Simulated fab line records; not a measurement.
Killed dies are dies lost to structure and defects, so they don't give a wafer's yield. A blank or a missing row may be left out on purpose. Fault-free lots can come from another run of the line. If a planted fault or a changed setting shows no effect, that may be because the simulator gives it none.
The tool behind it: which one?    flow sky130    Sampling: 15 lots, 45 wafers, 4 of 708 route steps

== WHAT EACH GAUGE READ, for each wafer ==
SKY_VIA3_BOW_MEAS_03. Usual: for VIA3_BOW the level is 81 um and the standard deviation is 8.
lot   measured      on             VIA3_BOW (um)  flag
L684  day 38 09:19  film_metro-01  88 70 65       
L685  day 38 21:24  film_metro-01  88 87 89       
L686  day 39 03:08  film_metro-03  71 74 79       
L687  day 39 21:01  film_metro-02  97 90 84       
L688  day 39 23:46  film_metro-02  86 82 78       
L689  day 40 04:16  film_metro-02  76 78 70       
L690  day 40 14:45  film_metro-03  72 73 74       
L692  day 41 04:55  film_metro-01  89 79 83       
L696  day 42 07:50  film_metro-03  68 90 78       
L701  day 43 10:03  film_metro-03  76 75 77       
L706  day 45 03:34  film_metro-03  76 93 102      
L705  day 45 11:56  film_metro-03  70 81 83       

== EACH LOT AND THE TOOL THAT RAN IT (in order: tool; ch and the chambers of the sampled wafers; start) ==
lot   SKY_METAL2_SPUTTER_04         SKY_VIA2_CVD_21                SKY_METAL3_PEB_11
L684  pvd_sputter-01, day 33 19:11  cvd_w-01 ch 0,1, day 36 02:03  litho_track-03 ch 0, day 38 07:00
L685  pvd_sputter-03, day 34 09:22  cvd_w-01 ch 0,1, day 36 15:50  litho_track-03 ch 0, day 38 19:00
L686  pvd_sputter-02, day 34 15:43  cvd_w-02 ch 0, day 36 21:16    litho_track-03 ch 0, day 39 01:00
L687  pvd_sputter-03, day 35 08:00  cvd_w-01 ch 0,1, day 37 14:38  litho_track-03 ch 0, day 39 18:00
L688  pvd_sputter-02, day 35 12:22  cvd_w-02 ch 0,1, day 37 17:49  litho_track-01 ch 0, day 39 21:00
L689  pvd_sputter-03, day 35 17:31  cvd_w-02 ch 0,1, day 37 23:17  litho_track-02 ch 0, day 40 02:00
L690  pvd_sputter-03, day 36 03:20  cvd_w-02 ch 0,1, day 38 09:40  litho_track-02 ch 0, day 40 12:00
L692  pvd_sputter-02, day 36 17:50  cvd_w-02 ch 0,1, day 39 00:07  litho_track-01 ch 0, day 41 02:00
L696  pvd_sputter-01, day 38 00:29  cvd_w-01 ch 0,1, day 40 05:26  litho_track-02 ch 0, day 42 05:00
L697  pvd_sputter-02, day 38 08:36  cvd_w-01 ch 0, day 40 12:10    litho_track-02, day 42 12:00
L698  pvd_sputter-03, day 38 08:55  cvd_w-02 ch 1, day 40 13:43    litho_track-01, day 42 14:00
L699  pvd_sputter-01, day 38 20:31  cvd_w-01 ch 0,1, day 41 00:31  litho_track-03, day 43 00:00
L701  pvd_sputter-03, day 39 04:14  cvd_w-01 ch 0,1, day 41 07:31  litho_track-01 ch 0, day 43 08:00
L706  pvd_sputter-01, day 41 01:19  cvd_w-02 ch 0, day 43 02:56    litho_track-01 ch 0, day 45 01:00
L705  pvd_sputter-02, day 41 11:07  cvd_w-01 ch 0,1, day 43 11:52  litho_track-01 ch 0, day 45 10:00
- SKY_METAL2_SPUTTER_04: material TiN, target thk 70 nm, time 58.3 s.
- SKY_VIA2_CVD_21: deposits W, target thk 420 nm, time 126.4 s.
- SKY_METAL3_PEB_11

== WHAT THE TOOLS THEMSELVES READ (means of the sampled wafers that have a number; where no wafer has one, the mark that the record gives instead) ==
SKY_METAL2_SPUTTER_04. Usual: chamber_pressure_pa 0.4000 Pa, standard deviation 0.00081; throttle_valve_pct 29.9 %, standard deviation 0.66.
lot   tool            chamber_pressure_pa (Pa)  throttle_valve_pct (%)  flag
L684  pvd_sputter-01  0.4001                    29.8                    
L685  pvd_sputter-03  0.3993                    30.0                    
L686  pvd_sputter-02  0.4008                    29.4                    
L687  pvd_sputter-03  0.4004                    30.2                    
L688  pvd_sputter-02  0.4003                    29.3                    
L689  pvd_sputter-03  0.4007                    30.3                    
L690  pvd_sputter-03  0.4003                    30.4                    
L692  pvd_sputter-02  0.4001                    30.1                    
L696  pvd_sputter-01  0.3996                    29.4                    
L697  pvd_sputter-02  0.3997                    29.6                    
L698  pvd_sputter-03  0.3997                    29.8                    
L699  pvd_sputter-01  0.4005                    29.9                    
L701  pvd_sputter-03  0.4006                    30.6                    
L706  pvd_sputter-01  0.4009                    29.7                    
L705  pvd_sputter-02  0.3995                    29.6                    

SKY_VIA2_CVD_21. Usual: heater_power_outer_w 499 W, standard deviation 44; heater_power_w 844 W, standard deviation 89.
lot   tool      heater_power_outer_w (W)  heater_power_w (W)  flag
L684  cvd_w-01  531                       895                 
L685  cvd_w-01  526                       886                 
L686  cvd_w-02  543                       917                 
L687  cvd_w-01  531                       880                 
L688  cvd_w-02  515                       857                 
L689  cvd_w-02  513                       863                 
L690  cvd_w-02  502                       845                 
L692  cvd_w-02  475                       789                 
L696  cvd_w-01  498                       852                 
L697  cvd_w-01  460                       784                 
L698  cvd_w-02  439                       736                 
L699  cvd_w-01  475                       797                 
L701  cvd_w-01  507                       847                 
L706  cvd_w-02  539                       941                 
L705  cvd_w-01  482                       803                 

SKY_METAL3_PEB_11. Usual: exhaust_pa reads 45.1 Pa (standard deviation 0.9).
lot   tool            exhaust_pa (Pa)  flag
L684  litho_track-03  44.8             
L685  litho_track-03  44.9             
L686  litho_track-03  44.3             
L687  litho_track-03  44.8             
L688  litho_track-01  44.8             
L689  litho_track-02  46.4             
L690  litho_track-02  45.9             
L692  litho_track-01  45.9             
L696  litho_track-02  44.7             
L697  litho_track-02  -                OFF
L698  litho_track-01  -                OFF
L699  litho_track-03  -                OFF
L701  litho_track-01  43.9             
L706  litho_track-01  45.3             
L705  litho_track-01  45.0             

== THE ANSWER, worked out from the rows above alone ==
Rule: a lot counts as off when the mean over its wafers that have a number is more than 3 standard deviations away from the usual mean. Also off: a lot with no number at a reading for which 4 or more lots have one. All remaining lots with rows at the step are treated as sound. Order of review: gauges by route order, followed by the tools' own readings, for which a lot's mean as printed above is used. At the first step where some lot is off, the reading lying furthest off is the one used; lots without a number count as furthest.
Off at SKY_METAL3_PEB_11 (exhaust_pa): L697, L698, L699. Without a number there: L697, L698, L699.
A tool fits if, at that step or a process step before it, it ran every lot that is off, and no sound lot after the first of them. No candidate that was tried fits.

== WHAT THE SIMULATOR HAD INSERTED ==
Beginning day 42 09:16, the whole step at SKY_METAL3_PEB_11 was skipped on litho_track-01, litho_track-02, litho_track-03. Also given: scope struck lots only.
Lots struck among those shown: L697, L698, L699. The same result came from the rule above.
